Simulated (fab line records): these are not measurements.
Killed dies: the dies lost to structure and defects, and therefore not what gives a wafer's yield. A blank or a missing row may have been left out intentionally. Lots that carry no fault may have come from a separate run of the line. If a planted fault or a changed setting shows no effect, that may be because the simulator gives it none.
The tool behind it: which one? | flow sky130 | 13 lots with 39 wafers sampled at 4 steps, on a route of 708 steps

== WHAT THE GAUGES READ, wafer by wafer ==
SKY_POLY_GATE_CD_MEAS_22.
lot  | measured     | on        | cd_nm (nm)
L250 | day 16 07:58 | cd_sem-01 | 150.0 150.4 149.3
L251 | day 16 23:10 | cd_sem-02 | 150.2 153.3 151.7
L252 | day 17 02:58 | cd_sem-01 | 151.3 148.7 149.7
L254 | day 18 00:39 | cd_sem-02 | 150.7 150.7 148.2
L255 | day 18 08:05 | cd_sem-01 | 150.5 150.8 152.0
L257 | day 18 16:02 | cd_sem-01 | 150.2 147.9 148.7
L258 | day 19 08:35 | cd_sem-01 | 145.3 148.3 148.7
L264 | day 23 00:35 | cd_sem-02 | 149.7 146.8 148.5
L263 | day 23 03:32 | cd_sem-02 | 150.3 149.5 151.5
L265 | day 23 03:43 | cd_sem-02 | 150.8 150.8 149.1
L270 | day 24 00:29 | cd_sem-01 | 149.8 148.2 151.7
L271 | day 25 07:53 | cd_sem-01 | 148.6 148.2 149.5
L273 | day 25 08:03 | cd_sem-01 | 147.7 149.8 148.1

SKY_LDD_P_TW_MEAS_11.
lot  | measured     | on            | LDD_P_TW
L250 | day 18 18:57 | film_metro-04 | 639 641 638
L251 | day 19 12:01 | film_metro-01 | 634 627 630
L252 | day 19 16:53 | film_metro-03 | 630 629 630
L254 | day 20 16:36 | film_metro-01 | 624 619 620
L255 | day 20 21:44 | film_metro-04 | 637 636 636
L257 | day 21 07:21 | film_metro-04 | 638 640 639
L258 | day 21 23:55 | film_metro-03 | 633 633 631
L264 | day 25 12:56 | film_metro-04 | 634 633 636
L263 | day 25 14:45 | film_metro-04 | 633 632 639
L265 | day 25 15:03 | film_metro-04 | 636 635 635
L270 | day 26 12:55 | film_metro-01 | 627 625 625
L271 | day 27 20:16 | film_metro-01 | 625 628 625
L273 | day 27 20:34 | film_metro-04 | 640 641 640

== EACH LOT AND THE TOOL THAT RAN IT (in order: tool; ch and the chambers of the sampled wafers; start) ==
lot  | SKY_POLY_GATE_ETCH_15              | SKY_LDD_P_DEVELOP_06
L250 | rie_diel-04 ch 0,1, day 16 04:59   | litho_track-03 ch 0, day 18 18:24
L251 | rie_diel-01 ch 0,1,2, day 16 19:26 | litho_track-02 ch 0, day 19 11:29
L252 | rie_diel-01 ch 0,1,2, day 17 00:11 | litho_track-01 ch 0, day 19 16:20
L254 | rie_diel-04 ch 0,3, day 17 21:32   | litho_track-01 ch 0, day 20 16:04
L255 | rie_diel-04 ch 1,3, day 18 05:44   | litho_track-03 ch 0, day 20 21:11
L257 | rie_diel-03 ch 0,2,3, day 18 13:17 | litho_track-01 ch 0, day 21 06:49
L258 | rie_diel-01 ch 0,2, day 19 06:50   | litho_track-01 ch 0, day 21 23:23
L264 | rie_diel-03 ch 0,1, day 22 22:38   | litho_track-01 ch 0, day 25 12:23
L263 | rie_diel-01 ch 1,2, day 23 00:44   | litho_track-01 ch 0, day 25 14:13
L265 | rie_diel-04 ch 0,1, day 23 01:05   | litho_track-01 ch 0, day 25 14:31
L270 | rie_diel-01 ch 0,1,2, day 23 22:47 | litho_track-02 ch 0, day 26 12:21
L271 | rie_diel-03 ch 0,1,3, day 25 05:10 | litho_track-02 ch 0, day 27 19:42
L273 | rie_diel-01 ch 2,3, day 25 05:35   | litho_track-02 ch 0, day 27 20:00
- SKY_POLY_GATE_ETCH_15: etches BARC in N2/H2, stops on SiO2, time 118.5 s, target depth 110 nm.
- SKY_LDD_P_DEVELOP_06: develop time 60 s.

== AS READ BY THE TOOLS THEMSELVES (means over the sampled wafers that have a number; for cases with no such wafer, the mark the record gives instead) ==
SKY_POLY_GATE_ETCH_15.
lot  | tool        | drypump_motor_current_A (A) | h2_flow_sccm (sccm) | oes_product_au (a.u.) | throttle_valve_pct (%)
L250 | rie_diel-04 | 5.6                         | 200.4               | 0.717                 | 13.210
L251 | rie_diel-01 | 6.1                         | 199.9               | 0.718                 | 13.213
L252 | rie_diel-01 | 6.1                         | 200.0               | 0.717                 | 13.210
L254 | rie_diel-04 | 6.0                         | 200.0               | 0.715                 | 13.220
L255 | rie_diel-04 | 5.8                         | 199.7               | 0.714                 | 13.210
L257 | rie_diel-03 | 5.5                         | 200.3               | 0.721                 | 13.213
L258 | rie_diel-01 | 6.0                         | 200.5               | 0.718                 | 13.215
L264 | rie_diel-03 | 5.7                         | 199.4               | 0.712                 | 13.212
L263 | rie_diel-01 | 6.2                         | 199.8               | 0.716                 | 13.220
L265 | rie_diel-04 | 5.8                         | 199.6               | 0.716                 | 13.222
L270 | rie_diel-01 | 6.1                         | 200.0               | 0.722                 | 13.212
L271 | rie_diel-03 | 5.4                         | 199.8               | 0.712                 | 13.222
L273 | rie_diel-01 | 6.1                         | 199.6               | 0.716                 | 13.207

SKY_LDD_P_DEVELOP_06.
lot  | tool           | developer_temp_C (C)
L250 | litho_track-03 | 23.08
L251 | litho_track-02 | 23.06
L252 | litho_track-01 | 22.94
L254 | litho_track-01 | 23.04
L255 | litho_track-03 | 22.96
L257 | litho_track-01 | 22.97
L258 | litho_track-01 | 22.99
L264 | litho_track-01 | 22.39
L263 | litho_track-01 | 22.26
L265 | litho_track-01 | 22.44
L270 | litho_track-02 | 22.92
L271 | litho_track-02 | 22.98
L273 | litho_track-02 | 22.99

== THE ANSWER, worked out from the rows above alone ==
Rule: the usual values come from the lots themselves. Put in order of their means at a reading, lots are off if they are a third of the lots or fewer, leave a main group of 4 or more, and stand apart from it by a gap of 3 or more times the standard deviation of the main group's means; of several such gaps the widest counts. Not used: any main group whose means are identical at the precision the tables above print for the reading. A lot without any number at a reading at which 4 lots or more have one is off too. The other lots that the step has rows for count as sound. The gauges are gone through in route order, then the tools' own readings, and for those a lot's mean is taken as printed above. At the first step where some lot is off, the reading lying furthest off is the one used; lots without a number count as furthest.
Off at SKY_LDD_P_DEVELOP_06 (developer_temp_C): L264, L263, L265. For the main group the mean is 22.99 C and the standard deviation 0.049.
If a tool, at that step or one of the process steps before it, ran each lot that is off and ran no sound lot following the first of them, it fits. One candidate fits, namely litho_track-01 at SKY_LDD_P_DEVELOP_06. A fault onset in the window from L258 (day 21 23:23, its last sound lot) to L264 (day 25 12:23, its first lot off) fits.
On the lots that are off, the tool's own readings at SKY_LDD_P_DEVELOP_06 differ by more than 5 times the standard deviation of the sound lots' means, which bears it out; developer_temp_C reads 22.36 C there versus 22.99 C on the sound lots.

== WHAT THE SIMULATOR HAD PUT IN ==
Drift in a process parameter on litho_track-01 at SKY_LDD_P_DEVELOP_06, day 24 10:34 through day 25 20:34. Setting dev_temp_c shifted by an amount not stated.
Shown lots that were struck: L264, L263, L265. The rule given above showed the same thing.
